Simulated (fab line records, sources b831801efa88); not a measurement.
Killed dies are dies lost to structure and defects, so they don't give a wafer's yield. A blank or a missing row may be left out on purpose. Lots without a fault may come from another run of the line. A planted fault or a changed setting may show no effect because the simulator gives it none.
A struck lot beside a sound one | flow sky130 | 15 steps out of a route of 708
Sound: wafers L352.2, L352.4, L352.5. Struck: wafers L363.1, L363.2, L363.5. The cause comes at the end.
At each step with rows: each side's tool, then ch and its chambers, then its first start. Under that, the readings that differ: sound wafers | struck wafers | difference of the means | sigmas: that difference in standard deviations of wafers without a fault.
alike: readings whose means differ by less than 2 such deviations, and words and numbers that are the same on both sides. not compared: withheld readings, readings that some wafer has no value for, bounds like >300 that may hide the same value, and numbers for which the record gives no deviation and whose values overlap.
The two part at a step that has a row with sigmas, a row that says differs or no value, or rows on one side only. Numbers that don't overlap but have no deviation are shown without sigmas and don't part them. A reading that every wafer of one side lacks parts them only if that side has two wafers or more.

first, 2 steps without rows for these wafers: SKY_VT_ADJUST_LVTN_PEB_05; SKY_VT_ADJUST_LVTN_DEVELOP_06 (develop time 60 s).
SKY_VT_ADJUST_LVTN_OVL_MEAS_07:
  sound on overlay-01, day 7 04:37; struck on overlay-01, day 10 06:55
  alike: VT_ADJUST_LVTN_OVL
then, 1 step without rows for these wafers: SKY_VT_ADJUST_LVTN_IMPLANT_08.
SKY_VT_ADJUST_LVTN_STRIP_09: strips in O2/N2.
  sound on plasma_asher-03 ch 0,1, day 7 04:47; struck on plasma_asher-03 ch 0,1, day 10 07:06
  alike: drypump_motor_current_A, oes_product_au, strip_time_to_endpoint_s
  not compared: rf_hours_counter_h
SKY_VT_ADJUST_LVTN_TW_MEAS_10:
  sound on film_metro-03, day 7 04:54; struck on film_metro-04, day 10 07:12
  reading           | sound       | struck      | difference | sigmas
  VT_ADJUST_LVTN_TW | 239 240 239 | 247 247 247 | +8         | +2
then, 6 steps without rows for these wafers: SKY_VT_ADJUST_LVTN_DEHYDRATE_11 (time 60 s); SKY_VT_ADJUST_LVTN_HMDS_12 (prime time 60 s); SKY_VT_ADJUST_LVTN_COAT_13 (resist thk 1140 nm); SKY_VT_ADJUST_LVTN_SOFTBAKE_14 (time 60 s); SKY_VT_ADJUST_LVTN_EXPOSE_15 (exposes mask HVN STD DERIVED, target cd 600 nm); SKY_VT_ADJUST_LVTN_PEB_16.
SKY_VT_ADJUST_LVTN_DEVELOP_17: develop time 60 s.
  sound on litho_track-03 ch 0, day 7 23:59; struck on litho_track-03 ch 0, day 11 06:07
  reading              | sound             | struck            | difference | sigmas
  developer_temp_C (C) | 23.13 22.95 23.02 | 25.56 25.41 25.41 | +2.43      | +22
SKY_VT_ADJUST_LVTN_OVL_MEAS_18:
  sound on overlay-01, day 8 00:07; struck on overlay-02, day 11 06:16
  alike: VT_ADJUST_LVTN_01_OVL
-- the record jumps here: 39 days lie between the struck wafers' starts before and after (it left off in module VT_ADJUST_LVTN and takes up again in module PAD_OPEN, whose first step shown is number 708 of the route) --
SKY_PAD_OPEN_PROBE_99:
  sound on prober-02, day 47 08:12; struck on prober-02, day 50 04:40
  alike: killed_at_M0_to_M3, killed_at_M4_up, killed_at_contacts, killed_at_front_end, killed_at_other, killed_dies, killed_open, killed_short

WHERE THEY PART
First at SKY_VT_ADJUST_LVTN_TW_MEAS_10; last, within this record, at SKY_VT_ADJUST_LVTN_DEVELOP_17. Later steps at which nothing parts them and some readings are alike: SKY_VT_ADJUST_LVTN_OVL_MEAS_18, SKY_PAD_OPEN_PROBE_99.

WHY: what the simulator had put in
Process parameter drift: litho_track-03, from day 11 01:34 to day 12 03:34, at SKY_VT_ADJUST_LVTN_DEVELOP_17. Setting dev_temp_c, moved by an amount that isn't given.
